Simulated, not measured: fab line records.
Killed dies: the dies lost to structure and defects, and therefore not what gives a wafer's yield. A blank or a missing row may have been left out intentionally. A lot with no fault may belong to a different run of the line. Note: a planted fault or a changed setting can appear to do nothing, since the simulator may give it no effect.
What tool caused it? -- flow sfqLine -- 42 wafers from 14 lots sampled at 2 of the route's 325 steps

== WHAT THE GAUGES READ, wafer by wafer ==
SFQ_M1_RS_MEAS_909: a four-point-probe measurement. Usual: for M1_NB_RS the level is 0.890 ohm/sq and the standard deviation is 0.012.
lot,measured,on,M1_NB_RS (ohm/sq),flag
L777,day 19 22:57,filmMetro-03,0.880 0.895 0.884,
L778,day 20 09:10,filmMetro-03,0.886 0.883 0.905,
L779,day 20 21:16,filmMetro-02,0.900 0.909 0.911,
L780,day 20 23:43,filmMetro-03,0.874 0.880 0.904,
L783,day 21 09:17,filmMetro-02,0.890 0.902 0.890,
L784,day 21 11:54,filmMetro-03,0.890 0.885 0.889,
L785,day 21 15:32,filmMetro-01,0.907 0.880 0.885,
L787,day 21 22:38,filmMetro-03,0.883 0.884 0.886,
L790,day 24 02:11,filmMetro-02,0.874 0.863 0.877,
L791,day 24 09:23,filmMetro-03,0.876 0.883 0.882,
L797,day 26 18:41,filmMetro-03,0.894 0.879 0.901,
L798,day 27 01:44,filmMetro-01,1.008 1.017 1.009,OFF
L799,day 28 04:11,filmMetro-01,1.013 1.029 1.036,OFF
L800,day 28 11:25,filmMetro-01,0.907 0.890 0.897,

== WHAT TOOL EACH LOT RAN ON (gives the tool, then ch and the chambers of the sampled wafers, and finally the start) ==
lot,SFQ_TRILAYER_M1_DEP_SPUTTER_037
L777,"pvdSputter-05, day 19 22:50"
L778,"pvdSputter-06, day 20 09:02"
L779,"pvdSputter-04, day 20 21:10"
L780,"pvdSputter-06, day 20 23:34"
L783,"pvdSputter-04, day 21 09:10"
L784,"pvdSputter-05, day 21 11:46"
L785,"pvdSputter-06, day 21 15:27"
L787,"pvdSputter-06, day 21 22:32"
L790,"pvdSputter-06, day 24 02:05"
L791,"pvdSputter-04, day 24 09:17"
L797,"pvdSputter-04, day 26 18:35"
L798,"pvdSputter-05, day 27 01:37"
L799,"pvdSputter-05, day 28 04:06"
L800,"pvdSputter-04, day 28 11:18"
- SFQ_TRILAYER_M1_DEP_SPUTTER_037: material Nb, target thk 200 nm, time 133.3 s.

== WHAT THE TOOLS THEMSELVES READ (means of the sampled wafers that have a number; where no wafer has one, the mark that the record gives instead) ==
SFQ_TRILAYER_M1_DEP_SPUTTER_037. Usual: resputterCathodeVoltageV 400 V, standard deviation 4.1; throttleValvePct 30.3 %, standard deviation 1.1.
lot,tool,resputterCathodeVoltageV (V),throttleValvePct (%),flag
L777,pvdSputter-05,401,30.8,
L778,pvdSputter-06,400,30.2,
L779,pvdSputter-04,402,30.3,
L780,pvdSputter-06,399,30.1,
L783,pvdSputter-04,399,30.5,
L784,pvdSputter-05,402,30.9,
L785,pvdSputter-06,402,30.1,
L787,pvdSputter-06,397,30.0,
L790,pvdSputter-06,396,30.0,
L791,pvdSputter-04,395,30.1,
L797,pvdSputter-04,398,29.3,
L798,pvdSputter-05,402,30.8,
L799,pvdSputter-05,400,31.5,
L800,pvdSputter-04,404,30.4,

== THE ANSWER, worked out from the rows above alone ==
Rule: take the mean of a lot's wafers that have a number; if it is more than 3 standard deviations from the usual mean, the lot is off. Also off: a lot with no number at a reading for which 4 or more lots have one. Where the step has rows for the other lots, those lots are counted as sound. Order of review: gauges by route order, followed by the tools' own readings, for which a lot's mean as printed above is used. The first step at which some lot is off is used, and at that step the reading that is off furthest; a lot without a number counts as furthest.
Off: at SFQ_M1_RS_MEAS_909 (M1_NB_RS), L798, L799.
If a tool, at a process step before that reading, ran all the lots that are off and no sound lot after the first of them, it fits. The gauges at SFQ_M1_RS_MEAS_909 are tried like those tools. One fits: pvdSputter-05 at SFQ_TRILAYER_M1_DEP_SPUTTER_037. Its last sound lot is L784 (day 21 11:46), its first lot that is off L798 (day 27 01:37): a fault that began between those two fits.

== WHAT HAD BEEN PUT IN BY THE SIMULATOR ==
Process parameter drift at SFQ_TRILAYER_M1_DEP_SPUTTER_037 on pvdSputter-05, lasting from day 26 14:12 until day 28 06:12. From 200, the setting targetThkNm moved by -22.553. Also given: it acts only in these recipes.
Lots struck among those shown: L798, L799. This agrees with what the rule above found.
